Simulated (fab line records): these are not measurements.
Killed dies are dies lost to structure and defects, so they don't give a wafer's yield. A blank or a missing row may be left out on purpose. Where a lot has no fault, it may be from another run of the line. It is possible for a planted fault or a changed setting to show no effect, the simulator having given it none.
Matching of chambers + flow sky130 + SKY_VIA1_CMP_02 on cmp-02: 4 sister chambers
The step polishes SiO2. 8 wafers are shown with their chamber, then 8 later ones without.

== EACH WAFER AND ITS CHAMBER ==
| wafer  | chamber | motor-current-A (A) |
|--------|---------|---------------------|
| L468.1 | 3       | 14.1                |
| L467.5 | 0       | 11.8                |
| L467.6 | 3       | 13.8                |
| L473.6 | 2       | 11.1                |
| L482.2 | 0       | 12.4                |
| L482.5 | 2       | 10.4                |
| L482.6 | 1       | 13.5                |
| L483.2 | 1       | 14.5                |

== WAFERS WHOSE CHAMBER IS MISSING ==
| wafer  | motor-current-A (A) |
|--------|---------------------|
| L483.4 | 10.5                |
| L483.6 | 12.1                |
| L484.2 | 13.5                |
| L484.4 | 11.9                |
| L484.5 | 14.3                |
| L485.1 | 10.4                |
| L485.2 | 14.2                |
| L485.4 | 12.2                |

== WHICH CHAMBER EACH WENT THROUGH ==
| wafer  | from the rows above          | in truth |
|--------|------------------------------|----------|
| L483.4 | 2                            | 2        |
| L483.6 | 0                            | 0        |
| L484.2 | can't be placed: 3 or 1 or 0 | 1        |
| L484.4 | can't be placed: 0 or 2      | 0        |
| L484.5 | can't be placed: 1 or 3      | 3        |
| L485.1 | 2                            | 2        |
| L485.2 | can't be placed: 1 or 3      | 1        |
| L485.4 | 0                            | 0        |
Correctly placed: 4 of 8. Unplaceable from these rows: 4, with the true chamber sitting among the candidates in 4. Wrongly placed: 0.
How it was worked out, from the rows above alone: a wafer's distance from a chamber is the root of the sum, over the readings, of the square of ((its reading less the chamber's mean) divided by the reading's scatter). The wafer belongs to the nearest chamber; if the next one is less than 2 further off, it can't be placed. A chamber's mean is the mean of its shown wafers. The scatter: the root of (the sum of the squares of (reading less its chamber's mean) over the shown wafers, divided by (wafers less chambers)).
